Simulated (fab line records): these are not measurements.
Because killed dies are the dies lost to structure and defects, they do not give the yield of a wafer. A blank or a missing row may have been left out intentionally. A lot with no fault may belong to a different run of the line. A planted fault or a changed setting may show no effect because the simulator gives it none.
Check for tools in common :: flow sky130 :: Sample size 12 lots and 42 wafers

## REASON FOR OPENING
Of 12 lots, 2 have the reading VT_ADJUST_HVTP_TW flagged at SKY_VT_ADJUST_HVTP_TW_MEAS_11. Fault-free wafers read 1345, with a standard deviation of 11.
Rule: a lot is flagged when every wafer of it that has a number lies more than 4 standard deviations from that mean, or none has a number. The rest of the lots are taken to be sound.

lot: L352
measured: day 6 02:49
on: filmMetro-04
VT_ADJUST_HVTP_TW, wafer by wafer: 1359 1358 1364
flag: 

lot: L353
measured: day 6 08:33
on: filmMetro-03
VT_ADJUST_HVTP_TW, wafer by wafer: 1329 1329 1331
flag: 

lot: L357
measured: day 7 09:31
on: filmMetro-04
VT_ADJUST_HVTP_TW, wafer by wafer: 1351 1358 1355
flag: 

lot: L359
measured: day 7 23:43
on: filmMetro-03
VT_ADJUST_HVTP_TW, wafer by wafer: 1331 1328 1340
flag: 

lot: L363
measured: day 9 00:46
on: filmMetro-03
VT_ADJUST_HVTP_TW, wafer by wafer: 1339 1341 1344
flag: 

lot: L362
measured: day 9 01:37
on: filmMetro-04
VT_ADJUST_HVTP_TW, wafer by wafer: 1351 1349 1349
flag: 

lot: L365
measured: day 9 16:23
on: filmMetro-04
VT_ADJUST_HVTP_TW, wafer by wafer: 30 30 30 30 30 30
flag: FLAGGED

lot: L366
measured: day 9 23:01
on: filmMetro-03
VT_ADJUST_HVTP_TW, wafer by wafer: 30 30 30 30 30 30
flag: FLAGGED

lot: L372
measured: day 11 08:50
on: filmMetro-03
VT_ADJUST_HVTP_TW, wafer by wafer: 1330 1330 1323
flag: 

lot: L373
measured: day 11 14:13
on: filmMetro-04
VT_ADJUST_HVTP_TW, wafer by wafer: 1350 1350 1343
flag: 

lot: L374
measured: day 11 23:53
on: filmMetro-03
VT_ADJUST_HVTP_TW, wafer by wafer: 1340 1336 1348
flag: 

lot: L375
measured: day 12 05:31
on: filmMetro-04
VT_ADJUST_HVTP_TW, wafer by wafer: 1347 1352 1351
flag: 
On average the flagged lots read 30, which is -1315 against the usual, or -99 or more standard deviations.

## TOOL THAT RAN EACH LOT
Before the reading, the record contains 2 process steps out of a 708-step route. Each cell gives the tool, then ch followed by the chambers the sampled wafers passed through, then the start.
lot: L352
flag: 
SKY_NWELL_STRIP_25: plasmaAsher-03 ch 0,1, day 5 08:35
SKY_VT_ADJUST_HVTP_STRIP_10: plasmaAsher-03 ch 0,1, day 6 02:43

lot: L353
flag: 
SKY_NWELL_STRIP_25: plasmaAsher-04 ch 0,1, day 5 12:49
SKY_VT_ADJUST_HVTP_STRIP_10: plasmaAsher-03 ch 0,1, day 6 08:27

lot: L357
flag: 
SKY_NWELL_STRIP_25: plasmaAsher-01 ch 0,1, day 6 13:33
SKY_VT_ADJUST_HVTP_STRIP_10: plasmaAsher-01 ch 0,1, day 7 09:25

lot: L359
flag: 
SKY_NWELL_STRIP_25: plasmaAsher-01 ch 0,1, day 7 03:03
SKY_VT_ADJUST_HVTP_STRIP_10: plasmaAsher-03 ch 0,1, day 7 23:37

lot: L363
flag: 
SKY_NWELL_STRIP_25: plasmaAsher-03 ch 0,1, day 8 03:00
SKY_VT_ADJUST_HVTP_STRIP_10: plasmaAsher-03 ch 0,1, day 9 00:39

lot: L362
flag: 
SKY_NWELL_STRIP_25: plasmaAsher-03 ch 0,1, day 8 03:42
SKY_VT_ADJUST_HVTP_STRIP_10: plasmaAsher-02 ch 0, day 9 01:31

lot: L365
flag: FLAGGED
SKY_NWELL_STRIP_25: plasmaAsher-04 ch 0,1, day 8 17:58
SKY_VT_ADJUST_HVTP_STRIP_10: plasmaAsher-03 ch 0,1, day 9 16:17

lot: L366
flag: FLAGGED
SKY_NWELL_STRIP_25: plasmaAsher-04 ch 0,1, day 9 00:46
SKY_VT_ADJUST_HVTP_STRIP_10: plasmaAsher-01 ch 0,1, day 9 22:55

lot: L372
flag: 
SKY_NWELL_STRIP_25: plasmaAsher-01 ch 0,1, day 10 09:16
SKY_VT_ADJUST_HVTP_STRIP_10: plasmaAsher-02 ch 0,1, day 11 08:44

lot: L373
flag: 
SKY_NWELL_STRIP_25: plasmaAsher-04 ch 0,1, day 10 14:23
SKY_VT_ADJUST_HVTP_STRIP_10: plasmaAsher-02 ch 0,1, day 11 14:07

lot: L374
flag: 
SKY_NWELL_STRIP_25: plasmaAsher-04 ch 0,1, day 10 23:31
SKY_VT_ADJUST_HVTP_STRIP_10: plasmaAsher-01 ch 0,1, day 11 23:47

lot: L375
flag: 
SKY_NWELL_STRIP_25: plasmaAsher-03 ch 0,1, day 11 04:46
SKY_VT_ADJUST_HVTP_STRIP_10: plasmaAsher-02 ch 0,1, day 12 05:25
These steps, and what they do:
- SKY_NWELL_STRIP_25: strips in O2/N2.
- SKY_VT_ADJUST_HVTP_STRIP_10: strips in O2/N2.
- SKY_VT_ADJUST_HVTP_TW_MEAS_11

## FLAGGED OVER TOTAL, TOOL BY TOOL (the gauges that took the reading come last)
step: SKY_NWELL_STRIP_25
tool: plasmaAsher-01
lots run: 3
flagged: 0
share of the flagged lots: none
sound lots run after its first flagged lot: -

step: SKY_NWELL_STRIP_25
tool: plasmaAsher-03
lots run: 4
flagged: 0
share of the flagged lots: none
sound lots run after its first flagged lot: -

step: SKY_NWELL_STRIP_25
tool: plasmaAsher-04
lots run: 5
flagged: 2
share of the flagged lots: all
sound lots run after its first flagged lot: 2 (L373,L374)

step: SKY_VT_ADJUST_HVTP_STRIP_10
tool: plasmaAsher-01
lots run: 3
flagged: 1
share of the flagged lots: some
sound lots run after its first flagged lot: 1 (L374)

step: SKY_VT_ADJUST_HVTP_STRIP_10
tool: plasmaAsher-02
lots run: 4
flagged: 0
share of the flagged lots: none
sound lots run after its first flagged lot: -

step: SKY_VT_ADJUST_HVTP_STRIP_10
tool: plasmaAsher-03
lots run: 5
flagged: 1
share of the flagged lots: some
sound lots run after its first flagged lot: 0

step: SKY_VT_ADJUST_HVTP_TW_MEAS_11
tool: filmMetro-03
lots run: 6
flagged: 1
share of the flagged lots: some
sound lots run after its first flagged lot: 2 (L372,L374)

step: SKY_VT_ADJUST_HVTP_TW_MEAS_11
tool: filmMetro-04
lots run: 6
flagged: 1
share of the flagged lots: some
sound lots run after its first flagged lot: 2 (L373,L375)

## WHAT IS ALLOWED BY THE TABLE
All flagged lots share 1 row of the table, namely plasmaAsher-04 at SKY_NWELL_STRIP_25.
- plasmaAsher-04 at SKY_NWELL_STRIP_25: 2 of its 5 lots flagged. After the first flagged lot (L373, L374), sound lots still ran on it; a lasting fault on the whole tool would not permit that. On the flagged lots its readings are blank where sound lots have values: chamberPressureMTorr, drypumpMotorCurrentA, oesProductAu, stripTimeToEndpointS.
No row of the table ran every flagged lot and no sound lot after the first.

## WHAT THE SIMULATOR PUT IN
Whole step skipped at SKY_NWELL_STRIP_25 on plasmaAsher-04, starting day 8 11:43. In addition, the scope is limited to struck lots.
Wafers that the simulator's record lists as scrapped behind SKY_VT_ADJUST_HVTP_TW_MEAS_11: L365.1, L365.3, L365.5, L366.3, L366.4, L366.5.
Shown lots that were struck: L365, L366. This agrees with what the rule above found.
